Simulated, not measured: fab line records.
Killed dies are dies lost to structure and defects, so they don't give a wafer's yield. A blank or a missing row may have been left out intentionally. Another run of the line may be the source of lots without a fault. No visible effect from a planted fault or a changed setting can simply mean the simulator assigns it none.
Chamber matching	flow gf180mcu	pecvd-02 running GF_PASSIVATION_CVD_00: 3 sister chambers
The step deposits SiO2 from TEOS, target thk 1000 nm, time 111.95 s. 24 wafers are shown with their chamber, then 12 later ones without.

WAFERS WITH THEIR CHAMBER
wafer	chamber	heater-power-w (W)
L074.2	1	709
L074.4	1	773
L074.5	0	561
L075.3	1	781
L075.4	0	708
L075.5	2	642
L077.1	2	652
L077.4	2	516
L077.6	0	683
L079.1	2	640
L079.2	1	794
L079.3	0	626
L079.4	0	709
L079.5	1	827
L079.6	2	514
L080.2	0	718
L080.4	0	587
L080.5	1	663
L081.1	0	720
L081.3	1	823
L081.4	2	516
L088.1	1	774
L088.2	2	527
L088.6	0	583

SIGNATURES (means of the wafers above)
reading	chamber 0	chamber 1	chamber 2	scatter within a chamber
heater-power-w	655.00	768.00	572.43	63.1
Rule: distance of a wafer from a chamber = root of the sum over the readings of ((wafer's reading minus chamber's mean) / reading's scatter) squared. If the next closest chamber is less than 2 further off than the closest, the wafer can't be placed; otherwise it belongs to the closest. The scatter is the square root of a quotient: the sum, over the shown wafers, of each reading's squared deviation from its chamber's mean, divided by wafers minus chambers.

WAFERS WITHOUT THEIR CHAMBER
wafer	heater-power-w (W)
L092.3	738
L092.5	509
L092.6	704
L094.1	643
L094.2	806
L094.5	508
L095.1	557
L095.2	725
L095.3	693
L095.4	740
L095.5	605
L095.6	567

WHICH CHAMBER EACH WENT THROUGH
wafer	from the rows above	in truth
L092.3	can't be placed: 1 or 0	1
L092.5	can't be placed: 2 or 0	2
L092.6	can't be placed: 0 or 1 or 2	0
L094.1	can't be placed: 0 or 2 or 1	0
L094.2	can't be placed: 1 or 0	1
L094.5	can't be placed: 2 or 0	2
L095.1	can't be placed: 2 or 0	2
L095.2	can't be placed: 1 or 0 or 2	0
L095.3	can't be placed: 0 or 1 or 2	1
L095.4	can't be placed: 1 or 0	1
L095.5	can't be placed: 2 or 0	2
L095.6	can't be placed: 2 or 0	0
Correct placement for 0 of the 12. From these rows, 12 cannot be placed; in 12 the true chamber is one of the candidates. Number placed wrongly: 0.
